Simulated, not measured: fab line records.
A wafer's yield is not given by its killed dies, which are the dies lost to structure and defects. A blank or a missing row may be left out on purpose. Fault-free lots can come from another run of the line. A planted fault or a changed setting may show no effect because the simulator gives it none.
fab line records ; flow sky130
record lots=12; wafers=36; last_day=49
route steps=708 shown VT_ADJUST_HVTR@141 VT_ADJUST_PCH@153 SONOS_ONO@177 GATE_OXIDE@200 PAD_OPEN@708
lots that met no fault: taken from a fault-free run of the same line
start_h: the number of hours between the record's first day and the start of the first shown wafer of the lot ; wait_h: how many hours have passed since the lot's step before this one ; " repeats the value in the row above ; L1.1+2: a single row standing in for several wafers ; - no value, or no start given ; * or withheld: withheld ; < > ~ a bound
route shown NAME@n: NAME is a module with steps in the file, n the number in the route of the first one ; usual: average and standard deviation across the fault-free wafers ; same: alike in all rows ; chamber/n: place in a boat ; sites: readings site by site ; _std_site: the values' standard deviation ; _edge_site: mean of outer sites minus mean of inner sites ; radius_mm: how far each site lies from the wafer's centre ; mask NAME#n: copy n ; behind: the last tool/chamber to shape the wafer ; hold: reason for holding the lot/hours on hold/outcome of the hold ; device: whichever transistor did not switch (one of n, p or np) ; end of line: the route-end tests of the same wafers ; for a step that has no rows: nothing shown but its recipe ; killed: count of dies lost to structure and defects at first sort (not the wafer's yield) ; map: dies across one wafer; x = killed, . = not, _ = none there
set.NAME: the run value of the setting; set.NAME@STEP: its run value at that earlier step ; model.NAME: the simulator's own value behind a step, which no gauge read
steps of the route over a sample of lots; a table a step, a row a wafer
services: when a tool's chamber went out of use (start_h, in hours from the record's first day, below 0 if earlier), for how many hours, and the reason
## steps
# step SKY_VT_ADJUST_HVTR_STRIP_10
# recipe chemistry=O2/N2; power_w=1400; pressure_mtorr=1500; platen_temp_c=withheld; o2_flow_sccm=3000; n2_flow_sccm=300; overash_fraction=0.5
# usual drypump_motor_current_A=6.0/0.4; n2_flow_sccm=300.1/0.87; oes_product_au=0.715/0.0049; strip_time_to_endpoint_s=14.20/0.046
lot.wafer;tool;chamber;start_h;wait_h;drypump_motor_current_A;n2_flow_sccm;oes_product_au;rf_hours_counter_h;strip_time_to_endpoint_s
L820.1;plasma_asher-01;0;211.65;0.1;6.2;299.6;0.716;55;14.17
L820.3;plasma_asher-01;1;211.65;0.1;6.6;301.0;0.723;-;14.20
L820.5;plasma_asher-01;1;211.65;0.1;6.7;301.2;0.722;-;14.20
L823.1;plasma_asher-01;1;235.13;0.1;6.7;301.4;0.712;57;14.18
L823.2;plasma_asher-01;0;235.13;0.1;6.1;299.1;0.712;57;14.15
L823.5;plasma_asher-01;1;235.13;0.1;6.7;300.7;0.715;-;14.19
L825.1;plasma_asher-01;1;246.53;0.2;6.7;300.6;0.715;58;14.19
L825.4;plasma_asher-01;0;246.53;0.2;6.2;300.2;0.717;-;14.16
L825.5;plasma_asher-01;1;246.53;0.2;6.7;300.9;0.719;-;14.21
L826.1;plasma_asher-01;0;249.35;0.1;6.1;298.0;0.727;58;14.20
L826.2;plasma_asher-01;1;249.35;0.1;6.7;298.4;0.712;58;14.19
L826.3;plasma_asher-01;0;249.35;0.1;6.1;298.8;0.719;-;14.15
L828.2;plasma_asher-03;0;263.45;0.1;5.8;298.4;0.717;14;14.12
L828.3;plasma_asher-03;0;263.45;0.1;5.8;299.8;0.716;-;14.14
L828.4;plasma_asher-03;1;263.45;0.1;5.7;300.4;0.716;-;14.12
L829.1;plasma_asher-03;0;272.70;0.1;5.8;300.7;0.710;15;14.18
L829.2;plasma_asher-03;1;272.70;0.1;5.7;300.3;0.718;15;14.18
L829.5;plasma_asher-03;0;272.70;0.1;5.8;298.6;0.717;-;14.18
L831.2;plasma_asher-03;0;288.12;0.1;5.8;300.6;0.716;16;14.11
L831.3;plasma_asher-03;0;288.12;0.1;5.8;300.8;0.722;-;14.12
L831.4;plasma_asher-03;1;288.12;0.1;5.7;300.3;0.714;-;14.13
L833.1;plasma_asher-03;1;301.36;0.1;5.7;297.7;0.719;18;14.24
L833.3;plasma_asher-03;0;301.36;0.1;5.8;300.4;0.711;-;14.26
L833.5;plasma_asher-03;0;301.36;0.1;5.8;300.7;0.720;-;14.25
L835.1;plasma_asher-01;1;315.35;0.1;6.7;299.8;0.712;65;14.11
L835.2;plasma_asher-01;0;315.35;0.1;6.2;299.2;0.720;65;14.13
L835.4;plasma_asher-01;1;315.35;0.1;6.7;300.2;0.712;-;14.12
L837.2;plasma_asher-03;1;334.50;0.1;5.7;300.2;0.717;21;14.23
L837.3;plasma_asher-03;0;334.50;0.1;5.8;299.0;0.712;-;14.18
L837.6;plasma_asher-03;0;334.50;0.1;5.8;299.1;0.715;-;14.20
L838.1;plasma_asher-03;1;348.81;0.1;5.7;299.7;0.717;22;14.19
L838.4;plasma_asher-03;1;348.81;0.1;5.7;300.4;0.716;-;14.20
L838.5;plasma_asher-03;1;348.81;0.1;5.7;299.1;0.715;-;14.27
L840.2;plasma_asher-01;1;356.76;0.1;6.7;299.8;0.714;69;14.12
L840.3;plasma_asher-01;1;356.76;0.1;6.7;299.8;0.712;-;14.20
L840.6;plasma_asher-01;1;356.76;0.1;6.7;299.9;0.709;-;14.17
# step SKY_VT_ADJUST_PCH_TW_MEAS_10
# usual VT_ADJUST_PCH_TW=142.5/1.3
lot.wafer;tool;chamber;start_h;wait_h;VT_ADJUST_PCH_TW
L820.1;film_metro-04;-;234.79;0.1;144.9
L820.3;film_metro-04;-;234.79;0.1;144.7
L820.5;film_metro-04;-;234.79;0.1;144.6
L823.1;film_metro-01;-;260.55;0.1;140.9
L823.2;film_metro-01;-;260.55;0.1;141.4
L823.5;film_metro-01;-;260.55;0.1;141.2
L825.1;film_metro-03;-;270.74;0.1;143.5
L825.4;film_metro-03;-;270.74;0.1;143.7
L825.5;film_metro-03;-;270.74;0.1;143.1
L826.1;film_metro-01;-;273.58;0.1;141.7
L826.2;film_metro-01;-;273.58;0.1;141.3
L826.3;film_metro-01;-;273.58;0.1;142.0
L828.2;film_metro-01;-;287.85;0.1;141.5
L828.3;film_metro-01;-;287.85;0.1;141.7
L828.4;film_metro-01;-;287.85;0.1;141.9
L829.1;film_metro-01;-;297.44;0.1;140.1
L829.2;film_metro-01;-;297.44;0.1;140.3
L829.5;film_metro-01;-;297.44;0.1;141.9
L831.2;film_metro-03;-;313.90;0.1;142.9
L831.3;film_metro-03;-;313.90;0.1;142.0
L831.4;film_metro-03;-;313.90;0.1;141.9
L833.1;film_metro-01;-;328.29;0.1;141.5
L833.3;film_metro-01;-;328.29;0.1;142.6
L833.5;film_metro-01;-;328.29;0.1;143.1
L835.1;film_metro-01;-;342.14;0.1;141.1
L835.2;film_metro-01;-;342.14;0.1;140.9
L835.4;film_metro-01;-;342.14;0.1;141.6
L837.2;film_metro-03;-;361.75;0.1;143.6
L837.3;film_metro-03;-;361.75;0.1;143.9
L837.6;film_metro-03;-;361.75;0.1;143.4
L838.1;film_metro-03;-;376.59;0.1;143.4
L838.4;film_metro-03;-;376.59;0.1;143.5
L838.5;film_metro-03;-;376.59;0.1;143.7
L840.2;film_metro-03;-;385.21;0.1;141.9
L840.3;film_metro-03;-;385.21;0.1;143.6
L840.6;film_metro-03;-;385.21;0.1;143.2
# step SKY_SONOS_ONO_SOFTBAKE_09
# recipe temp_c=90; time_s=60; resist=NOVOLAK
# usual heater_power_total_W=56.59/0.047; run_length_s=89.30/0.26
lot.wafer;tool;chamber;start_h;wait_h;heater_power_total_W;run_length_s
L820.1;litho_track-01;0;276.26;0.1;56.63;89.55
L820.3;litho_track-01;0;276.26;0.1;56.61;89.51
L820.5;litho_track-01;0;276.26;0.1;56.59;89.72
L823.1;litho_track-03;0;303.65;0.1;56.64;89.11
L823.2;litho_track-03;0;303.65;0.1;56.57;89.06
L823.5;litho_track-03;0;303.65;0.1;56.64;89.05
L825.1;litho_track-03;0;313.00;0.1;56.60;89.13
L825.4;litho_track-03;0;313.00;0.1;56.64;89.06
L825.5;litho_track-03;0;313.00;0.1;56.62;88.97
L826.1;litho_track-04;0;315.96;0.1;56.67;88.89
L826.2;litho_track-04;0;315.96;0.1;56.61;89.03
L826.3;litho_track-04;0;315.96;0.1;56.58;89.05
L828.2;litho_track-01;0;330.93;0.1;56.58;89.80
L828.3;litho_track-01;0;330.93;0.1;56.60;89.42
L828.4;litho_track-01;0;330.93;0.1;56.65;89.51
L829.1;litho_track-01;0;340.46;0.1;56.60;89.74
L829.2;litho_track-01;0;340.46;0.1;56.61;89.79
L829.5;litho_track-01;0;340.46;0.1;56.64;89.68
L831.2;litho_track-01;0;363.23;0.1;56.58;89.57
L831.3;litho_track-01;0;363.23;0.1;56.53;89.69
L831.4;litho_track-01;0;363.23;0.1;56.51;89.42
L833.1;litho_track-03;0;376.59;0.1;56.64;89.06
L833.3;litho_track-03;0;376.59;0.1;56.56;89.20
L833.5;litho_track-03;0;376.59;0.1;56.56;89.16
L835.1;litho_track-04;0;389.51;0.1;56.54;89.27
L835.2;litho_track-04;0;389.51;0.1;56.61;88.99
L835.4;litho_track-04;0;389.51;0.1;56.58;89.01
L837.2;litho_track-04;0;408.98;0.1;57.35;87.02
L837.3;litho_track-04;0;408.98;0.1;56.57;89.24
L837.6;litho_track-04;0;408.98;0.1;56.53;88.94
L838.1;litho_track-04;0;426.71;0.1;57.31;87.27
L838.4;litho_track-04;0;426.71;0.1;56.60;88.94
L838.5;litho_track-04;0;426.71;0.1;57.32;87.13
L840.2;litho_track-01;0;432.43;0.1;56.61;89.47
L840.3;litho_track-01;0;432.43;0.1;56.50;89.64
L840.6;litho_track-01;0;432.43;0.1;56.58;89.48
# step SKY_GATE_OXIDE_STRIP_13
# recipe chemistry=O2/N2; power_w=1400; pressure_mtorr=1500; platen_temp_c=withheld; o2_flow_sccm=3000; n2_flow_sccm=300; overash_fraction=0.5
# usual drypump_motor_current_A=5.79/0.25; n2_flow_sccm=300.0/0.88; oes_product_au=0.716/0.0044; strip_time_to_endpoint_s=14.21/0.037
lot.wafer;tool;chamber;start_h;wait_h;drypump_motor_current_A;n2_flow_sccm;oes_product_au;rf_hours_counter_h;strip_time_to_endpoint_s
L820.1;plasma_asher-02;1;315.80;0.0;6.09;299.8;0.710;61;14.27
L820.3;plasma_asher-02;0;315.80;0.0;5.79;299.4;0.713;-;14.24
L820.5;plasma_asher-02;0;315.80;0.0;5.77;298.9;0.719;-;14.21
L823.1;plasma_asher-02;0;344.89;0.0;5.78;298.7;0.721;64;14.12
L823.2;plasma_asher-02;1;344.89;0.0;6.06;300.2;0.721;64;14.16
L823.5;plasma_asher-02;1;344.89;0.0;6.07;301.0;0.714;-;14.11
L825.1;plasma_asher-03;1;357.58;0.0;5.70;299.4;0.713;23;14.18
L825.4;plasma_asher-03;0;357.58;0.0;5.81;299.1;0.712;-;14.13
L825.5;plasma_asher-03;0;357.58;0.0;5.80;299.9;0.717;-;14.19
L826.1;plasma_asher-02;0;360.98;0.0;5.79;298.6;0.722;66;14.14
L826.2;plasma_asher-02;1;360.98;0.0;6.07;298.9;0.710;66;14.14
L826.3;plasma_asher-02;0;360.98;0.0;5.79;299.3;0.715;-;14.16
L828.2;plasma_asher-03;0;373.50;0.0;5.81;299.0;0.708;25;14.20
L828.3;plasma_asher-03;1;373.50;0.0;5.70;299.0;0.712;-;14.15
L828.4;plasma_asher-03;0;373.50;0.0;5.81;300.0;0.716;-;14.22
L829.1;plasma_asher-03;0;384.70;0.0;5.84;302.0;0.713;26;14.28
L829.2;plasma_asher-03;1;384.70;0.0;5.73;300.6;0.719;26;14.23
L829.5;plasma_asher-03;0;384.70;0.0;5.81;299.5;0.715;-;14.28
L831.2;plasma_asher-02;0;407.84;0.0;5.81;300.9;0.716;70;14.25
L831.3;plasma_asher-02;1;407.84;0.0;6.10;302.1;0.717;-;14.24
L831.4;plasma_asher-02;0;407.84;0.0;5.77;300.0;0.716;-;14.24
L833.1;plasma_asher-04;0;429.54;0.0;6.01;299.7;0.720;60;14.21
L833.3;plasma_asher-04;0;429.54;0.0;6.02;300.1;0.712;-;14.23
L833.5;plasma_asher-04;0;429.54;0.0;6.00;300.1;0.729;-;14.19
L835.1;plasma_asher-04;1;436.24;0.0;5.29;298.8;0.716;60;14.19
L835.2;plasma_asher-04;0;436.24;0.0;5.99;297.4;0.710;60;14.25
L835.4;plasma_asher-04;1;436.24;0.0;5.30;299.9;0.712;-;14.20
L837.2;plasma_asher-04;0;459.39;0.0;5.99;301.0;0.706;62;14.22
L837.3;plasma_asher-04;0;459.39;0.0;6.00;301.5;0.717;-;14.22
L837.6;plasma_asher-04;1;459.39;0.0;5.31;301.4;0.724;-;14.23
L838.1;plasma_asher-04;0;473.34;0.0;5.97;300.3;0.717;64;14.24
L838.4;plasma_asher-04;1;473.34;0.0;5.30;300.6;0.722;-;14.30
L838.5;plasma_asher-04;1;473.34;0.0;5.27;301.2;0.711;-;14.25
L840.2;plasma_asher-02;0;480.24;0.0;5.81;300.1;0.712;5;14.22
L840.3;plasma_asher-02;1;480.24;0.0;6.09;300.7;0.720;-;14.21
L840.6;plasma_asher-02;1;480.24;0.0;6.08;299.8;0.707;-;14.22
# step SKY_PAD_OPEN_PROBE_99
# usual killed_at_M0_to_M3=43/6.8; killed_at_M4_up=3.2/1.7; killed_at_contacts=24/5.7; killed_at_front_end=16/4.3; killed_at_other=0.3/0.56; killed_dies=86/9.5; killed_open=47/6.9; killed_short=39/5.8
# same gross_dies=492; killed_at_back_side=0
lot.wafer;tool;chamber;start_h;wait_h;killed_at_M0_to_M3;killed_at_M4_up;killed_at_contacts;killed_at_front_end;killed_at_other;killed_dies;killed_open;killed_short
L825.1;prober-02;-;1111.73;0.1;46;6;27;10;0;89;50;39
L825.4;prober-02;-;1111.88;0.2;44;3;23;16;0;86;48;38
L825.5;prober-02;-;1111.93;0.2;44;6;17;14;0;81;43;38
L829.1;prober-01;-;1129.67;0.1;46;2;28;20;2;98;54;43
L829.2;prober-01;-;1129.72;0.1;55;6;15;9;1;86;46;40
L829.5;prober-01;-;1129.87;0.2;40;2;20;9;0;71;34;37
L833.1;prober-01;-;1157.36;0.1;46;1;31;19;0;97;45;52
L833.3;prober-01;-;1157.46;0.2;40;1;22;24;0;87;47;40
L833.5;prober-01;-;1157.56;0.2;47;2;16;18;0;83;47;36
L835.1;prober-01;-;1162.36;0.1;40;4;19;21;0;84;42;42
L835.2;prober-01;-;1162.41;0.1;37;5;18;13;0;73;35;38
L835.4;prober-01;-;1162.51;0.2;37;4;24;18;0;83;35;48
L838.1;prober-02;-;1185.27;0.1;44;5;30;16;1;96;56;39
L838.4;prober-02;-;1185.42;0.2;39;4;28;19;0;90;46;43
L838.5;prober-02;-;1185.47;0.2;33;1;23;20;0;77;48;29
# killed by level:class
L825.1 CONTACT:geometric_particle:open=13 VIA1:geometric_particle:open=12 VIA2:geometric_particle:open=8 LI_CONTACT:geometric_particle:open=7 FIELD_ISO:geometric_particle:short=6 METAL1:geometric_particle:short=5 METAL2:geometric_particle:short=5 LOCAL_INTERCONNECT:geometric_particle:short=4
L825.4 VIA1:geometric_particle:open=12 VIA3:geometric_particle:open=12 CONTACT:geometric_particle:open=9 LOCAL_INTERCONNECT:geometric_particle:short=6 METAL1:geometric_particle:short=6 FIELD_ISO:geometric_particle:short=4 POLY_GATE:geometric_particle:short=4 METAL2:geometric_particle:short=4
L825.5 VIA3:geometric_particle:open=9 METAL1:geometric_particle:short=9 VIA1:geometric_particle:open=8 CONTACT:geometric_particle:open=5 VIA1:geometric_particle:short=5 FIELD_ISO:geometric_particle:open=4 LI_CONTACT:geometric_particle:short=4 LI_CONTACT:geometric_particle:open=4
L829.1 VIA1:geometric_particle:open=13 LI_CONTACT:geometric_particle:open=9 CONTACT:geometric_particle:open=8 METAL2:geometric_particle:short=8 VIA2:geometric_particle:open=8 FIELD_ISO:geometric_particle:open=6 FIELD_ISO:geometric_particle:short=5 LOCAL_INTERCONNECT:geometric_particle:short=4
L829.2 VIA1:geometric_particle:open=14 METAL2:geometric_particle:short=9 VIA3:geometric_particle:open=6 LI_CONTACT:geometric_particle:open=5 METAL1:geometric_particle:short=5 CONTACT:geometric_particle:open=4 VIA1:geometric_particle:short=4 VIA2:geometric_particle:open=4
L829.5 VIA1:geometric_particle:short=11 CONTACT:geometric_particle:open=8 VIA1:geometric_particle:open=7 LI_CONTACT:geometric_particle:open=4 VIA2:geometric_particle:open=4 CONTACT:geometric_particle:short=4 METAL1:geometric_particle:short=4 METAL2:geometric_particle:short=4
L833.1 LI_CONTACT:geometric_particle:open=14 VIA1:geometric_particle:open=11 POLY_GATE:geometric_particle:short=8 LOCAL_INTERCONNECT:geometric_particle:short=7 METAL1:geometric_particle:short=7 VIA2:geometric_particle:short=6 CONTACT:geometric_particle:open=5 VIA1:geometric_particle:short=5
L833.3 CONTACT:geometric_particle:open=10 FIELD_ISO:geometric_particle:open=9 FIELD_ISO:geometric_particle:short=9 VIA1:geometric_particle:short=7 VIA3:geometric_particle:open=7 VIA1:geometric_particle:open=6 CONTACT:geometric_particle:short=5 METAL2:geometric_particle:short=5
L833.5 VIA1:geometric_particle:open=10 VIA2:geometric_particle:open=7 VIA3:geometric_particle:open=5 LI_CONTACT:geometric_particle:open=5 VIA1:geometric_particle:short=5 METAL3:geometric_particle:short=5 FIELD_ISO:geometric_particle:short=4 POLY_GATE:geometric_particle:open=4
L835.1 LI_CONTACT:geometric_particle:open=11 VIA2:geometric_particle:open=9 VIA1:geometric_particle:open=8 METAL2:geometric_particle:short=6 FIELD_ISO:geometric_particle:short=5 FIELD_ISO:geometric_particle:open=4 CONTACT:geometric_particle:short=4 METAL1:geometric_particle:short=4
L835.2 VIA1:geometric_particle:open=9 METAL1:geometric_particle:short=8 CONTACT:geometric_particle:open=6 FIELD_ISO:geometric_particle:open=5 CONTACT:geometric_particle:short=5 METAL3:geometric_particle:open=4 VIA1:geometric_particle:short=4 VIA3:geometric_particle:open=3
L835.4 CONTACT:geometric_particle:open=7 VIA1:geometric_particle:short=7 CONTACT:geometric_particle:short=6 VIA1:geometric_particle:open=6 LI_CONTACT:geometric_particle:short=5 LI_CONTACT:geometric_particle:open=5 METAL2:geometric_particle:short=5 VIA2:geometric_particle:open=5
L838.1 CONTACT:geometric_particle:open=14 VIA1:geometric_particle:open=13 VIA2:geometric_particle:open=6 FIELD_ISO:geometric_particle:short=5 METAL1:geometric_particle:short=5 LOCAL_INTERCONNECT:geometric_particle:short=5 LI_CONTACT:geometric_particle:open=5 VIA3:geometric_particle:short=5
L838.4 CONTACT:geometric_particle:open=8 LI_CONTACT:geometric_particle:open=8 METAL1:geometric_particle:short=8 CONTACT:geometric_particle:short=7 FIELD_ISO:geometric_particle:short=6 VIA2:geometric_particle:open=6 VIA3:geometric_particle:open=5 METAL2:geometric_particle:short=5
L838.5 VIA3:geometric_particle:open=10 LI_CONTACT:geometric_particle:open=7 POLY_GATE:geometric_particle:open=6 CONTACT:geometric_particle:open=6 FIELD_ISO:geometric_particle:short=5 FIELD_ISO:geometric_particle:open=5 METAL2:geometric_particle:short=5 VIA1:geometric_particle:open=5
## services
tool;chamber;start_h;hours;kind
litho_track-03;-;204.08;-;consumable_replace:filter
plasma_asher-03;-;220.70;3.4;repair
plasma_asher-04;-;245.35;5.1;repair
plasma_asher-01;-;319.19;1.6;repair
plasma_asher-03;-;350.12;2.8;pm
plasma_asher-03;-;380.63;1.6;repair
plasma_asher-04;-;411.28;1.2;repair
plasma_asher-02;-;421.25;9.0;pm
plasma_asher-02;0;421.25;9.0;vent_cycle
plasma_asher-02;1;421.25;9.0;vent_cycle
plasma_asher-02;0;430.25;-;clean
plasma_asher-02;1;430.25;-;clean
plasma_asher-01;-;434.14;1.2;repair
## key
first_sign step=SKY_SONOS_ONO_SOFTBAKE_09; reading=heater_power_total_W; direction=up; sigmas=16; usual=*; struck=*
effect step=SKY_SONOS_ONO_SOFTBAKE_09; reading=run_length_s; direction=down; sigmas=8.3; usual=*; struck=*
met_at SKY_SONOS_ONO_SOFTBAKE_09
struck_lots L837,L838
struck_wafers L837.2,L838.1,L838.5
tester_left_out L837,L838
not_acting_at SKY_VT_ADJUST_HVTR_STRIP_10,SKY_VT_ADJUST_PCH_TW_MEAS_10,SKY_GATE_OXIDE_STRIP_13
onset_between 389.51 408.98
fault kind=process_parameter_drift; tool=litho_track-04; chamber=-; onset_h=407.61; steps=SKY_SONOS_ONO_SOFTBAKE_09; channel=time_s; offset=*; shape=step; end_h=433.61; scope=struck_wafers_only; acts_in=*; stated=*
# tester_left_out: of these lots the tester's yield and bins aren't shown, on N5 and GAA mostly nor the transistor test; their killed dies are dies lost to structure and defects alone, not to doping, threshold or leakage, so they don't give the yield
